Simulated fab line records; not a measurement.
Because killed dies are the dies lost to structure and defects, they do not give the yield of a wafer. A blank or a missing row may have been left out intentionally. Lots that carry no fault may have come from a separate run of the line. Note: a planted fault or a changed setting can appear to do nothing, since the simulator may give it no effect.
Chamber matching | flow sky130 | SKY_VIA4_CMP_02 on cmp-01 has 4 sister chambers
The step polishes SiO2. 8 wafers are shown with their chamber, then 12 later ones without.

== EACH WAFER AND ITS CHAMBER ==
wafer  | chamber | motor_current_A (A) | slurry_flow_ml_min
L086.6 | 3       | 11.5                | 150.4
L088.5 | 2       | 11.2                | 150.6
L089.1 | 2       | 11.2                | 149.4
L089.4 | 1       | 11.1                | 150.0
L089.5 | 0       | 13.0                | 149.9
L090.3 | 3       | 11.8                | 150.0
L090.4 | 0       | 12.7                | 149.5
L090.6 | 1       | 10.9                | 150.1

== WAFERS WITH NO CHAMBER GIVEN ==
wafer  | motor_current_A (A) | slurry_flow_ml_min
L091.1 | 12.7                | 149.5
L091.2 | 11.1                | 149.5
L091.4 | 10.3                | 149.5
L094.1 | 10.6                | 150.6
L094.5 | 10.7                | 149.7
L094.6 | 10.2                | 149.3
L093.1 | 11.9                | 149.9
L093.2 | 12.4                | 149.8
L093.6 | 11.5                | 150.0
L097.1 | 10.6                | 150.2
L097.3 | 12.6                | 149.7
L097.5 | 12.5                | 149.6

== WHICH CHAMBER EACH ONE RAN IN ==
wafer  | from the rows above     | in truth
L091.1 | 0                       | 0
L091.2 | can't be placed: 2 or 1 | 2
L091.4 | can't be placed: 1 or 2 | 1
L094.1 | can't be placed: 1 or 2 | 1
L094.5 | can't be placed: 1 or 2 | 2
L094.6 | can't be placed: 1 or 2 | 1
L093.1 | 3                       | 3
L093.2 | can't be placed: 0 or 3 | 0
L093.6 | can't be placed: 3 or 2 | 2
L097.1 | can't be placed: 1 or 2 | 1
L097.3 | 0                       | 0
L097.5 | 0                       | 0
Correct placement for 4 of the 12. These rows do not allow placing 8 (true chamber among the candidates in 8). 0 placed wrongly.
How it was worked out, from the rows above alone: a wafer's distance from a chamber is the root of the sum, over the readings, of the square of ((its reading less the chamber's mean) divided by the reading's scatter). If the next closest chamber is less than 2 further off than the closest, the wafer can't be placed; otherwise it belongs to the closest. For every chamber, the mean is computed from those of its wafers that are shown. The scatter: take each reading less its chamber's mean, square it, sum over the shown wafers, divide by the number of wafers less the number of chambers, and take the root.
